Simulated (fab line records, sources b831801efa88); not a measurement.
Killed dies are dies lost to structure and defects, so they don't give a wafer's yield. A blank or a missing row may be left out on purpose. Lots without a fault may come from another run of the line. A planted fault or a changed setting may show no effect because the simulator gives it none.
Chamber matching | flow sky130 | SKY_VIA3_ETCH_14 on rie_diel-02: 4 sister chambers
The step etches BARC in N2/H2, stops on SiO2, time 45.9 s, target depth 60 nm. 8 wafers are shown with their chamber, then 9 later ones without.

WAFERS WITH THEIR CHAMBER
wafer  | chamber | throttle_valve_pct (%) | n2_flow_sccm (sccm)
L078.2 | 2       | 13.216                 | 100.0
L081.1 | 1       | 13.224                 | 100.3
L081.2 | 0       | 13.227                 | 100.2
L082.2 | 0       | 13.231                 | 99.9
L082.6 | 2       | 13.223                 | 100.0
L087.2 | 3       | 13.229                 | 100.4
L087.3 | 1       | 13.222                 | 99.8
L087.5 | 3       | 13.220                 | 100.5

WAFERS WITHOUT THEIR CHAMBER
wafer  | throttle_valve_pct (%) | n2_flow_sccm (sccm)
L091.1 | 13.227                 | 100.0
L091.2 | 13.223                 | 99.7
L091.4 | 13.233                 | 100.0
L092.1 | 13.223                 | 99.7
L092.2 | 13.213                 | 100.2
L092.3 | 13.229                 | 99.7
L094.2 | 13.239                 | 100.1
L094.5 | 13.217                 | 99.8
L094.6 | 13.220                 | 99.8

WHICH CHAMBER EACH WENT THROUGH
wafer  | from the rows above               | in truth
L091.1 | can't be placed: 0 or 1 or 2 or 3 | 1
L091.2 | can't be placed: 2 or 1 or 0 or 3 | 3
L091.4 | can't be placed: 0 or 1 or 3      | 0
L092.1 | can't be placed: 2 or 1 or 0 or 3 | 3
L092.2 | can't be placed: 2 or 1 or 3 or 0 | 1
L092.3 | can't be placed: 0 or 1 or 2      | 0
L094.2 | can't be placed: 0 or 1 or 3      | 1
L094.5 | can't be placed: 2 or 1 or 0      | 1
L094.6 | can't be placed: 2 or 1 or 0      | 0
Placed correctly: 0 of 9. Can't be placed from these rows: 9 (the true chamber is among the candidates in 9). Placed wrongly: 0.
How it was worked out, from the rows above alone: a wafer's distance from a chamber is the root of the sum, over the readings, of the square of ((its reading less the chamber's mean) divided by the reading's scatter). The wafer belongs to the nearest chamber; if the next one is less than 2 further off, it can't be placed. A chamber's mean is the mean of its shown wafers. The scatter: the root of (the sum of the squares of (reading less its chamber's mean) over the shown wafers, divided by (wafers less chambers)).
